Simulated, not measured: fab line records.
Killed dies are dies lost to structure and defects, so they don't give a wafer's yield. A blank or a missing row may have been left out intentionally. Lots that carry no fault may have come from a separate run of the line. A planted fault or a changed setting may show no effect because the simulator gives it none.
A single fault, viewed from 2 desks / flow gf180mcu / what lay behind the numbers comes last; until then each desk has only its own

FOR THE TOOL OWNER'S DESK: implanter-02
For each lot that ran on this tool, the mean over its sampled wafers that have a number, from the tool's own readings at GF_MVPSD_IMPLANT_09. If a lot's mean is further than 4 standard deviations from the usual mean, the lot is out of limits and carries the mark OUT (the distance appears in the brackets).
Columns: A = dose-ions-cm2 at GF_MVPSD_IMPLANT_09, usual 4.999e+12; B = faraday-current-uA at GF_MVPSD_IMPLANT_09, usual 28.2
lot=L457; first seen here=day 5 00:31; A=4.998e+12; B=28.1
lot=L459; first seen here=day 5 12:26; A=5.000e+12; B=28.2
lot=L461; first seen here=day 6 02:04; A=5.003e+12; B=28.0
lot=L464; first seen here=day 6 19:13; A=5.000e+12; B=28.1
lot=L466; first seen here=day 7 05:32; A=4.994e+12; B=28.1
lot=L475; first seen here=day 9 11:38; A=8.027e+12 (+99 or more) OUT; B=46.2 (+33) OUT
lot=L476; first seen here=day 9 18:14; A=8.020e+12 (+99 or more) OUT; B=45.9 (+32) OUT
This desk's verdict: out of limits on L475, L476, starting with L475 at day 9 11:38 (dose-ions-cm2 at GF_MVPSD_IMPLANT_09). In limits: L457, L459, L461, L464, L466.

AT THE METROLOGY DESK
Means of the sampled wafers that have a number, per lot and without regard to the tool the lot ran on: this is what the gauges read. If a lot's mean is further than 4 standard deviations from the usual mean, the lot is out of limits and carries the mark OUT (the distance appears in the brackets).
Columns: A = NWELL_OVL at GF_NWELL_OVL_MEAS_07, usual 0.8 nm; B = MVPSD_TW at GF_MVPSD_TW_MEAS_11, usual 558.8; C = MVPSD_RS at GF_VT_IMPLANT_RS_MEAS_49, usual 1168 ohm/sq
lot=L457; first seen here=day 3 07:37; A=1.2; B=558.5; C=1164
lot=L459; first seen here=day 3 18:04; A=2.0; B=561.0; C=1167
lot=L461; first seen here=day 4 06:05; A=-0.2; B=561.1; C=1161
lot=L462; first seen here=day 4 10:58; A=2.0; B=562.4; C=1168
lot=L463; first seen here=day 4 15:08; A=2.0; B=560.2; C=1163
lot=L464; first seen here=day 4 21:50; A=-1.3; B=554.7; C=1168
lot=L466; first seen here=day 5 08:04; A=1.8; B=555.2; C=1167
lot=L475; first seen here=day 7 09:02; A=1.6; B=579.1 (+7.5) OUT; C=1058 (-30) OUT
lot=L476; first seen here=day 7 14:23; A=0.9; B=577.5 (+6.9) OUT; C=1061 (-29) OUT
lot=L477; first seen here=day 7 20:16; A=1.6; B=556.9; C=1165
lot=L478; first seen here=day 8 02:25; A=2.0; B=558.9; C=1167
lot=L479; first seen here=day 8 08:16; A=-0.2; B=562.3; C=1164
This desk's finding: out of limits on L475, L476; first on L475, day 9 11:52 (MVPSD_TW at GF_MVPSD_TW_MEAS_11). In limits: L457, L459, L461, L462, L463, L464, L466, L477, L478, L479.

PUT TOGETHER
An alarm could have come from the tool owner's desk at day 9 11:38, on L475, L476.
Metrology desk: alarm possible at day 9 11:52 on L475, L476.
All the named lots went through GF_MVPSD_IMPLANT_09 on implanter-02.

WHAT HAD BEEN PUT IN BY THE SIMULATOR
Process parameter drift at GF_MVPSD_IMPLANT_09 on implanter-02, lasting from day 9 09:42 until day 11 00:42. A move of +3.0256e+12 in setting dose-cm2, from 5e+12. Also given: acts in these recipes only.
Lots struck among those shown: L475, L476.
Time in hours from fault onset to the first out-of-limits reading at each desk: tool owner's desk 2, metrology desk 2.
